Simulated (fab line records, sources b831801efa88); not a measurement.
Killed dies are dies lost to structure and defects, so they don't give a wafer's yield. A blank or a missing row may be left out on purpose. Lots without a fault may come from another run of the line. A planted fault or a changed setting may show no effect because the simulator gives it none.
fab line records | flow sky130
record lots=7 wafers=21 last_day=50
route steps=708 shown METAL3@568 VIA3@573 PAD_OPEN@708
lots that met no fault: from a run of the same line without faults
start_h: hours from the record's first day to the start of the lot's first wafer shown | wait_h: hours since the lot's step before | " the same as in the row above | L1.1+2: a row that stands for several wafers | - no value, or no start given | * or withheld: withheld | < > ~ a bound
route shown NAME@n: a module of which the file shows steps, and the number in the route of the first | usual: mean/standard deviation of fault-free wafers | same: alike in all rows | chamber/n: place in a boat | sites: the reading at each site | _std_site: their standard deviation | _edge_site: outer sites' mean less inner sites' | radius_mm: how far each site lies from the wafer's centre | mask NAME#n: copy n | behind: the tool/chamber that last shaped the wafer | hold: why the lot was held/for how many hours/how that ended | device: the transistor (n, p or np) that didn't switch | end of line: the same wafers' tests at the end of the route | a step without rows: its recipe alone | killed: dies lost to structure and defects at the first sort, not the wafer's yield | map: a wafer's dies, x killed, . not, _ none there
set.NAME: the setting as run; set.NAME@STEP: as run at that earlier step | model.NAME: the simulator's own value behind a step, which no gauge read
lots at some steps of the route; a table a step, a row a wafer
services: from which hour (start_h, from the record's first day; less than 0 if before it) a tool's chamber was out of use, for how many hours, and why
## steps
# step SKY_METAL3_METAL_ETCH_18
# recipe target_depth_a=8450 stop_on=SiO2 over_etch_frac=0.3 time_s=183.1 chemistry=Cl2/BCl3 resist_sidewall_deg=88 pressure_mtorr=10 icp_w=900 bias_w=48.5 Cl2_flow_sccm=60 bcl3_flow_sccm=30
# usual drypump_motor_current_A=5.69/0.19 oes_product_au=0.867/0.0062 throttle_valve_pct=22.263/0.0088
# columns lot.wafer tool chamber start_h wait_h drypump_motor_current_A oes_product_au rf_hours_counter_h throttle_valve_pct
L910.2 rie_metal-04 0 968.44 0.0 5.68 0.866 5 22.262
L910.4 " 0 " " 5.69 0.866 - 22.260
L910.5 " 0 " " 5.70 0.869 - 22.265
L909.1 rie_metal-01 1 968.81 0.0 6.04 0.868 15 22.267
L909.4 " 0 " " 5.49 0.870 - 22.258
L909.5 " 0 " " 5.48 0.857 - 22.282
L915.3 rie_metal-04 0 998.58 0.1 5.68 0.867 - 22.249
L915.5 " 1 " " 5.67 0.864 - 22.239
L915.6 " 0 " " 5.68 0.869 - 22.261
L916.1 rie_metal-01 0 1008.85 0.0 5.47 0.879 6 22.259
L916.4 " 0 " " 5.47 0.874 - 22.272
L916.5 " 0 " " 5.48 0.872 - 22.250
L919.1 rie_metal-04 0 1021.34 0.0 5.69 0.858 9 22.254
L919.4 " 0 " " 5.70 0.874 - 22.263
L919.6 " 0 " " 5.67 0.872 - 22.279
L922.3 rie_metal-01 0 1048.02 0.1 5.48 0.874 - 22.262
L922.5 " 0 " " 5.46 0.864 - 22.264
L922.6 " 0 " " 5.47 0.858 - 22.256
L925.1 rie_metal-04 1 1058.87 0.0 5.73 0.874 17 22.252
L925.3 " 0 " " 5.68 0.865 - 22.259
L925.4 " 1 " " 5.76 0.872 - 22.254
# step SKY_METAL3_STRIP_19
# recipe chemistry=O2/N2 power_w=1400 pressure_mtorr=1500 platen_temp_c=withheld o2_flow_sccm=3000 n2_flow_sccm=300 overash_fraction=0.5
# usual drypump_motor_current_A=5.53/0.21 o2_flow_sccm=2999/8.3 oes_product_au=0.505/0.0065 strip_time_to_endpoint_s=6.59/0.11
# same overash_fraction=0.5
# columns lot.wafer tool chamber start_h wait_h drypump_motor_current_A o2_flow_sccm oes_product_au rf_hours_counter_h strip_time_to_endpoint_s
L910.2 plasma_asher-03 0 968.62 0.1 5.59 3006 0.506 53 6.56
L910.4 " 0 " " 5.59 3008 0.509 - 6.57
L910.5 " 0 " " 5.60 3007 0.509 - 6.58
L909.1 plasma_asher-03 0 968.98 0.1 5.59 2990 0.520 53 6.70
L909.4 " 1 " " 5.65 3000 0.507 - 6.54
L909.5 " 1 " " 5.65 3008 0.499 - 6.57
L915.3 plasma_asher-02 0 998.73 0.1 5.67 3002 0.508 - 6.56
L915.5 " 0 " " 5.69 3003 0.513 - 6.78
L915.6 " 1 " " 5.11 3001 0.503 - 6.57
L916.1 plasma_asher-01 1 1009.03 0.1 5.68 2997 0.493 28 6.39
L916.4 " 1 " " 5.68 2999 0.503 - 6.41
L916.5 " 0 " " 5.25 3002 0.497 - 6.45
L919.1 plasma_asher-03 0 1021.52 0.1 5.57 2988 0.502 58 6.53
L919.4 " 0 " " 5.58 2990 0.499 - 6.49
L919.6 " 0 " " 5.58 2988 0.493 - 6.50
L922.3 plasma_asher-03 0 1048.32 0.2 5.59 3006 0.508 - 6.50
L922.5 " 1 " " 5.66 3000 0.499 - 6.48
L922.6 " 0 " " 5.61 2999 0.490 - 6.54
L925.1 plasma_asher-03 1 1059.05 0.1 5.66 3000 0.503 62 6.67
L925.3 " 0 " " 5.61 2999 0.506 - 6.51
L925.4 " 1 " " 5.65 2998 0.512 - 6.68
# step SKY_METAL3_STRIP_20
# recipe chemistry=post_etch_residue_remover time_s=1200 temp_c=72.5
# step SKY_METAL3_CLEAN_21
# recipe chemistry=IPA time_s=180 temp_c=25
# step SKY_METAL3_CLEAN_22
# recipe chemistry=O3/DIW dry=n2_spin
# step SKY_VIA3_HDPCVD_00
# recipe material=SiO2 target_thk_nm=1635 sigma_open_frac=0.3 time_s=272.5 temp_c=400 sih4_flow_sccm=60 pressure_mtorr=6
# step SKY_VIA3_THK_MEAS_01
# recipe reads=SiO2_of_VIA3_HDPCVD_00
# usual VIA3_HDPCVD_THK=1623/17
# columns lot.wafer tool chamber start_h wait_h VIA3_HDPCVD_THK[nm]
L910.2 film_metro-03 - 969.43 0.1 1639
L910.4 " - " " 1622
L910.5 " - " " 1603
L909.1 film_metro-01 - 969.86 0.2 1627
L909.4 " - " " 1631
L909.5 " - " " 1678
L915.3 film_metro-04 - 999.48 0.1 1619
L915.5 " - " " 1606
L915.6 " - " " 1611
L916.1 film_metro-01 - 1009.91 0.2 1649
L916.4 " - " " 1632
L916.5 " - " " 1651
L919.1 film_metro-01 - 1022.28 0.1 1617
L919.4 " - " " 1627
L919.6 " - " " 1611
L922.3 film_metro-04 - 1049.15 0.1 1614
L922.5 " - " " 1603
L922.6 " - " " 1613
L925.1 film_metro-04 - 1059.85 0.1 1627
L925.3 " - " " 1616
L925.4 " - " " 1627
# step SKY_VIA3_CMP_02
# recipe material=SiO2 down_force_psi=4 platen_rpm=60 pad_velocity_m_s=0.94248
# usual motor_current_A=12.1/0.9 platen_rpm=60.00/0.039 retaining_ring_pressure_frac=1.000/0.005
# columns lot.wafer tool chamber start_h wait_h motor_current_A platen_rpm retaining_ring_pressure_frac
L910.4 cmp-02 0 969.53 0.1 11.9 59.95 1.001
L910.2 " 1 " " 13.1 59.98 0.997
L910.5 " 3 " " 10.5 60.05 0.999
L909.1 cmp-02 1 969.97 0.1 14.0 60.08 1.006
L909.4 " 2 " " 11.3 60.00 0.998
L909.5 " 0 " " 11.7 59.94 1.002
L915.3 cmp-01 2 999.67 0.2 12.1 59.99 0.999
L915.6 " 3 " " 12.7 60.02 1.003
L915.5 " 0 " " 12.8 59.99 0.997
L916.4 cmp-01 3 1010.07 0.1 12.6 60.03 0.996
L916.1 " 0 " " 12.7 60.05 0.999
L916.5 " 2 " " 12.1 60.01 1.004
L919.1 cmp-01 3 1022.39 0.1 12.8 60.05 0.996
L919.4 " 1 " " 12.3 59.99 0.994
L919.6 " 3 " " 12.0 59.99 0.999
L922.3 cmp-01 2 1049.24 0.1 12.0 59.96 0.995
L922.5 " 1 " " 11.9 59.94 0.998
L922.6 " 2 " " 12.1 60.04 0.997
L925.1 cmp-01 1 1059.96 0.1 12.3 59.94 0.996
L925.3 " 2 " " 11.4 59.99 0.996
L925.4 " 3 " " 12.4 60.03 1.000
# step SKY_VIA3_BOW_MEAS_03
# recipe mode=bow
# usual VIA3_BOW=79/8.7
# columns lot.wafer tool chamber start_h wait_h VIA3_BOW[um]
L910.2 film_metro-04 - 969.80 0.2 66
L910.4 " - " " 68
L910.5 " - " " 68
L909.1 film_metro-04 - 970.23 0.2 77
L909.4 " - " " 75
L909.5 " - " " 87
L915.3 film_metro-01 - 999.86 0.1 72
L915.5 " - " " 73
L915.6 " - " " 80
L916.1 film_metro-04 - 1010.27 0.1 90
L916.4 " - " " 89
L916.5 " - " " 84
L919.1 film_metro-01 - 1022.64 0.2 77
L919.4 " - " " 78
L919.6 " - " " 81
L922.3 film_metro-04 - 1049.53 0.2 79
L922.5 " - " " 66
L922.6 " - " " 74
L925.1 film_metro-03 - 1060.26 0.2 97
L925.3 " - " " 96
L925.4 " - " " 88
# step SKY_VIA3_DEHYDRATE_04
# recipe temp_c=200 time_s=60
# step SKY_VIA3_HMDS_05
# recipe prime_time_s=60 prime_temp_c=120
# step SKY_VIA3_COAT_06
# recipe resist=BARC temp_c=withheld time_s=withheld spin_rpm=3000 resist_thk_nm=60
# step SKY_VIA3_COAT_07
# recipe resist=KrF-thick spin_rpm=3000 resist_thk_nm=450
# usual exhaust_pa=45.0/0.95 spin_speed_rpm=2999.8/2.5
# columns lot.wafer tool chamber start_h wait_h exhaust_pa spin_speed_rpm model.KrF-thick_of_VIA3_COAT_07.thk_nm
L910.2 litho_track-03 0 981 - 45.1 2998.2 452.9
L910.4 " 0 " " 45.5 2999.6 452.7
L910.5 " 0 982 - 45.6 2999.3 452.2
L909.1 litho_track-03 0 982 - 46.6 3000.1 452.1
L909.4 " 0 " " 45.1 3001.0 450.1
L909.5 " 0 " " 44.9 3000.7 450.8
L915.3 litho_track-01 0 1012 - 44.9 3112.4 443.2
L915.5 " 0 " " 44.7 3109.3 443.2
L915.6 " 0 " " 44.8 3113.4 441.5
L916.1 litho_track-01 0 1020 - 45.0 3106.8 440.4
L916.4 " 0 " " 45.8 3110.2 440.5
L916.5 " 0 " " 45.5 3106.3 440.6
L919.1 litho_track-01 0 1035 - 43.7 3113.1 440
L919.4 " 0 " " 45.1 3113.0 442.5
L919.6 " 0 " " 43.2 3109.0 441.2
L922.3 litho_track-02 0 1060 - 45.9 2994.9 450.5
L922.5 " 0 " " 44.4 2993.1 451
L922.6 " 0 " " 45.8 2995.2 451.5
L925.1 litho_track-03 0 1069 - 44.5 3000.3 450.9
L925.3 " 0 1070 - 43.8 2999.6 451.3
L925.4 " 0 " " 44.1 2998.5 452.2
# step SKY_VIA3_SOFTBAKE_08
# recipe temp_c=99.4 time_s=90 resist=KrF-thick
# step SKY_VIA3_EXPOSE_09
# recipe mask_id=VIM3 na=0.8 source_shape=annular sigma_inner=0.55 sigma_outer=0.85 target_cd_nm=200 dose_mj=38
# step SKY_VIA3_PEB_10
# recipe peb_temp_c=withheld peb_time_s=withheld resist=KrF-thick
# step SKY_VIA3_DEVELOP_11
# recipe develop_time_s=60 resist=KrF-thick dev_temp_c=21
# step SKY_VIA3_CD_MEAS_12
# recipe target_cd_nm=200
# usual cd_nm=199.7/1.6
# columns lot.wafer tool chamber start_h wait_h cd_nm
L910.2 cd_sem-02 - 993.19 - 195.0
L910.4 " - " " 196.2
L910.5 " - " " 195.8
L909.1 cd_sem-01 - 993.65 - 200.8
L909.4 " - " " 202.0
L909.5 " - " " 201.3
L915.3 cd_sem-01 - 1022.54 - 198.8
L915.5 " - " " 199.5
L915.6 " - " " 199.8
L916.1 cd_sem-02 - 1033.97 - 198.1
L916.4 " - " " 196.3
L916.5 " - " " 196.9
L919.1 cd_sem-01 - 1046.14 - 200.4
L919.4 " - " " 200.0
L919.6 " - " " 199.1
L922.3 cd_sem-01 - 1070.86 - 200.9
L922.5 " - " " 201.2
L922.6 " - " " 201.0
L925.1 cd_sem-01 - 1081.30 - 197.4
L925.3 " - " " 199.2
L925.4 " - " " 198.4
# step SKY_VIA3_OVL_MEAS_13
# usual VIA3_OVL=-3/4.7
# columns lot.wafer tool chamber start_h wait_h VIA3_OVL[nm]
L910.2 overlay-01 - 993.29 0.1 1
L910.4 " - " " -5
L910.5 " - " " -6
L909.1 overlay-01 - 993.77 0.1 -6
L909.4 " - " " -8
L909.5 " - " " -3
L915.3 overlay-01 - 1022.63 0.1 -10
L915.5 " - " " -7
L915.6 " - " " -4
L916.1 overlay-01 - 1034.09 0.1 -2
L916.4 " - " " -1
L916.5 " - " " -1
L919.1 overlay-02 - 1046.26 0.1 -3
L919.4 " - " " -5
L919.6 " - " " -4
L922.3 overlay-02 - 1070.95 0.1 0
L922.5 " - " " 7
L922.6 " - " " -4
L925.1 overlay-01 - 1081.42 0.1 -5
L925.3 " - " " -9
L925.4 " - " " -3
# step SKY_VIA3_ETCH_14
# recipe chemistry=N2/H2 target=BARC ion_energy_ev=200 source_w=500 bias_w=100 pressure_mtorr=30 n2_flow_sccm=100 h2_flow_sccm=200 stop_on=SiO2 time_s=45.9 target_depth_a=600
# usual drypump_motor_current_A=6.1/0.34 oes_product_au=0.855/0.0049 throttle_valve_pct=13.224/0.0091
# columns lot.wafer tool chamber start_h wait_h drypump_motor_current_A oes_product_au rf_hours_counter_h throttle_valve_pct
L910.2 rie_diel-04 3 993.32 0.0 5.4 0.857 18 13.226
L910.4 " 0 " " 6.2 0.848 - 13.231
L910.5 " 1 " " 6.0 0.853 - 13.204
L909.1 rie_diel-01 1 993.81 0.0 5.6 0.855 21 13.235
L909.4 " 3 " " 6.1 0.855 13 13.215
L909.5 " 0 " " 6.2 0.852 - 13.237
L915.3 rie_diel-03 0 1022.66 0.0 6.5 0.857 29 13.233
L915.5 " 3 " " 6.2 0.849 - 13.235
L915.6 " 2 " " 5.5 0.850 - 13.206
L916.1 rie_diel-03 1 1034.12 0.0 6.3 0.848 23 13.232
L916.4 " 3 " " 6.1 0.858 13 13.235
L916.5 " 3 " " 6.1 0.851 - 13.228
L919.1 rie_diel-04 3 1046.30 0.0 5.4 0.856 19 13.234
L919.4 " 0 " " 6.2 0.854 13 13.224
L919.6 " 1 " " 6.0 0.858 - 13.227
L922.3 rie_diel-04 1 1070.97 0.0 6.0 0.855 17 13.219
L922.5 " 1 " " 6.0 0.864 - 13.224
L922.6 " 2 " " 6.1 0.857 - 13.220
L925.1 rie_diel-01 0 1081.46 0.0 6.2 0.859 28 13.205
L925.3 " 2 " " 6.5 0.858 22 13.225
L925.4 " 1 " " 5.6 0.851 24 13.210
# step SKY_VIA3_ETCH_15
# recipe target=SiO2 chemistry=C4F8/O2/Ar target_depth_nm=507 stop_on=TiN mask_material=KrF-thick source_w=1500 bias_w=1200 pressure_mtorr=40 c4f8_flow_sccm=withheld O2_flow_sccm=6 Ar_flow_sccm=300 time_s=78
# usual oes_product_au=0.947/0.0049
# columns lot.wafer tool chamber start_h wait_h oes_product_au rf_hours_counter_h model.KrF-thick_of_VIA3_COAT_07.thk_nm
L910.2 rie_diel-04 3 993.36 0.0 0.949 18 294.3
L910.4 " 0 " " 0.947 - 295.8
L910.5 " 1 " " 0.947 - 295.3
L909.1 rie_diel-01 1 993.85 0.0 0.945 21 294.6
L909.4 " 3 " " 0.947 13 289.8
L909.5 " 0 " " 0.943 - 291.6
L915.3 rie_diel-03 0 1022.70 0.0 0.941 29 283.5
L915.5 " 3 " " 0.940 - 283.1
L915.6 " 2 " " 0.942 - 280.7
L916.1 rie_diel-03 1 1034.16 0.0 0.941 23 280
L916.4 " 3 " " 0.943 13 281.1
L916.5 " 3 " " 0.955 - 281.7
L919.1 rie_diel-04 3 1046.34 0.0 0.941 19 278.6
L919.4 " 0 " " 0.949 13 284.5
L919.6 " 1 " " 0.948 - 283
L922.3 rie_diel-04 1 1071.01 0.0 0.947 17 293.4
L922.5 " 1 " " 0.941 - 293.9
L922.6 " 2 " " 0.950 - 296.4
L925.1 rie_diel-01 0 1081.50 0.0 0.944 28 291.4
L925.3 " 2 " " 0.954 22 295.1
L925.4 " 1 " " 0.959 24 294.3
# step SKY_VIA3_STRIP_16
# recipe chemistry=O2/N2 power_w=1400 pressure_mtorr=1500 platen_temp_c=withheld o2_flow_sccm=3000 n2_flow_sccm=300 overash_fraction=0.5
# usual drypump_motor_current_A=5.7/0.43 o2_flow_sccm=2999/8.7 oes_product_au=0.402/0.005 strip_time_to_endpoint_s=4.137/0.025
# same overash_fraction=0.5
# columns lot.wafer tool chamber start_h wait_h drypump_motor_current_A o2_flow_sccm oes_product_au rf_hours_counter_h strip_time_to_endpoint_s
L910.2 plasma_asher-01 0 993.42 0.0 5.2 2983 0.400 27 4.173
L910.4 " 1 " " 5.7 2998 0.408 - 4.186
L910.5 " 1 " " 5.7 2999 0.410 - 4.172
L909.1 plasma_asher-01 1 993.91 0.0 5.7 3011 0.404 27 4.170
L909.4 " 1 " " 5.7 3002 0.415 - 4.117
L909.5 " 1 " " 5.7 3014 0.412 - 4.130
L915.3 plasma_asher-02 0 1022.79 0.1 5.7 3011 0.387 - 4.059
L915.5 " 1 " " 5.1 2997 0.392 - 4.033
L915.6 " 0 " " 5.7 3006 0.402 - 4.000
L916.1 plasma_asher-02 0 1034.22 0.0 5.7 3002 0.398 112 4.008
L916.4 " 0 " " 5.7 3002 0.400 - 4.025
L916.5 " 1 " " 5.1 3001 0.400 - 4.026
L919.1 plasma_asher-04 0 1046.40 0.0 6.0 3010 0.398 97 4.008
L919.4 " 1 " " 6.4 3004 0.398 - 4.054
L919.6 " 0 " " 5.9 3001 0.393 - 4.040
L922.3 plasma_asher-02 1 1071.11 0.1 5.1 2984 0.397 - 4.163
L922.5 " 1 " " 5.1 2994 0.407 - 4.152
L922.6 " 0 " " 5.7 2994 0.402 - 4.184
L925.1 plasma_asher-02 0 1081.56 0.0 5.7 3001 0.396 2 4.136
L925.3 " 1 " " 5.1 3009 0.403 - 4.166
L925.4 " 0 " " 5.7 3011 0.402 - 4.151
# step SKY_VIA3_STRIP_17
# recipe chemistry=post_etch_residue_remover time_s=1200 temp_c=72.5
# step SKY_PAD_OPEN_PROBE_99
# usual defect_limited_yield=82.1/1.9 killed_at_M0_to_M3=44/6.6 killed_at_M4_up=3.0/1.9 killed_at_contacts=24/5.1 killed_at_front_end=16/4.6 killed_at_other=0.3/0.59 killed_dies=88/9.5 killed_open=48/6.7 killed_short=40/6.1 sort_bin_3_pad_short=0.9/0.43 sort_bin_5_function=10.7/1.6 sort_bin_6_memory=6.3/1.1 sort_n_pass=404/9.5 sort_yield_pct=82.1/1.9
# same gross_dies=492 killed_at_back_side=0 sort_bin_4_leakage[%]=0 sort_bin_8_speed[%]=0
# columns lot.wafer tool chamber start_h wait_h defect_limited_yield[%] killed_at_M0_to_M3 killed_at_M4_up killed_at_contacts killed_at_front_end killed_at_other killed_dies killed_open killed_short sort_bin_3_pad_short[%] sort_bin_5_function[%] sort_bin_6_memory[%] sort_n_pass sort_yield_pct[%]
L919.1 prober-01 - 1175.52 0.1 79.9 54 6 21 18 0 99 49 50 0 13.6 6.5 393 79.9
L919.4 prober-01 - 1175.67 0.2 83.7 39 2 19 20 0 80 45 35 0.2 10.2 5.9 412 83.7
L919.6 prober-01 - 1175.77 0.2 83.1 42 5 23 13 0 83 40 42 0.6 10.4 5.9 409 83.1
# killed by level:class
L919.1 CONTACT:geometric_particle:open=12 FIELD_ISO:geometric_particle:short=9 VIA1:geometric_particle:open=9 VIA3:geometric_particle:open=9 VIA1:geometric_particle:short=7 METAL2:geometric_particle:short=7 VIA2:geometric_particle:short=7 VIA2:geometric_particle:open=5
L919.4 VIA1:geometric_particle:open=11 FIELD_ISO:geometric_particle:open=9 CONTACT:geometric_particle:open=8 LI_CONTACT:geometric_particle:open=6 VIA3:geometric_particle:open=6 FIELD_ISO:geometric_particle:short=5 CONTACT:geometric_particle:short=4 METAL1:geometric_particle:short=4
L919.6 VIA1:geometric_particle:open=13 CONTACT:geometric_particle:open=11 METAL1:geometric_particle:short=9 VIA3:geometric_particle:short=6 POLY_GATE:geometric_particle:short=4 METAL2:geometric_particle:short=4 CONTACT:geometric_particle:short=4 VIA2:geometric_particle:open=4
## services
# columns tool chamber start_h hours kind
cmp-02 - 946.30 0.3 repair
cmp-02 - 947.02 0.9 repair
plasma_asher-02 - 968.65 14.6 pm
rie_diel-04 0 968.87 4.2 repair
rie_diel-01 1 971.64 3.6 repair
plasma_asher-03 - 972.89 1.6 repair
plasma_asher-01 - 977.73 2.8 pm
cmp-01 - 993.00 3.7 pm
plasma_asher-03 - 1007.40 7.1 repair
rie_diel-01 - 1011.53 14.6 pm
rie_metal-01 - 1013.49 0.2 repair
rie_metal-04 1 1015.53 2.3 repair
cmp-01 - 1015.77 4.3 repair
plasma_asher-01 - 1022.59 12.5 repair
rie_diel-04 - 1024.26 0.4 repair
rie_diel-04 - 1037.80 0.6 repair
rie_diel-04 3 1041.35 4.2 repair
rie_metal-01 1 1042.50 7.6 repair
plasma_asher-02 - 1046.09 2.5 repair
plasma_asher-01 - 1047.77 25.3 repair
plasma_asher-02 - 1055.33 9.0 pm
rie_diel-03 2 1066.54 9.2 repair
cmp-01 - 1071.48 3.0 repair
rie_metal-01 - 1074.77 0.6 repair
## key
first_sign step=SKY_VIA3_COAT_07 reading=spin_speed_rpm direction=up sigmas=44 usual=2999.8 struck=3110.4
effect step=SKY_VIA3_STRIP_16 reading=strip_time_to_endpoint_s direction=down sigmas=4.3 usual=* struck=*
model_effect step=SKY_VIA3_COAT_07 value=KrF-thick_of_VIA3_COAT_07.thk_nm without=449.6 struck=441.5
model_effect step=SKY_VIA3_ETCH_15 value=KrF-thick_of_VIA3_COAT_07.thk_nm without=289.9 struck=281.8
met_at SKY_VIA3_COAT_07
struck_wafers L915.3,L915.5,L915.6,L916.1,L916.4,L916.5,L919.1,L919.4,L919.6
fault kind=process_parameter_drift tool=litho_track-01 chamber=- onset_h=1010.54 steps=SKY_VIA3_COAT_07 channel=spin_rpm offset=111.39 shape=step end_h=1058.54 acts_in=these_recipes_only stated=3000
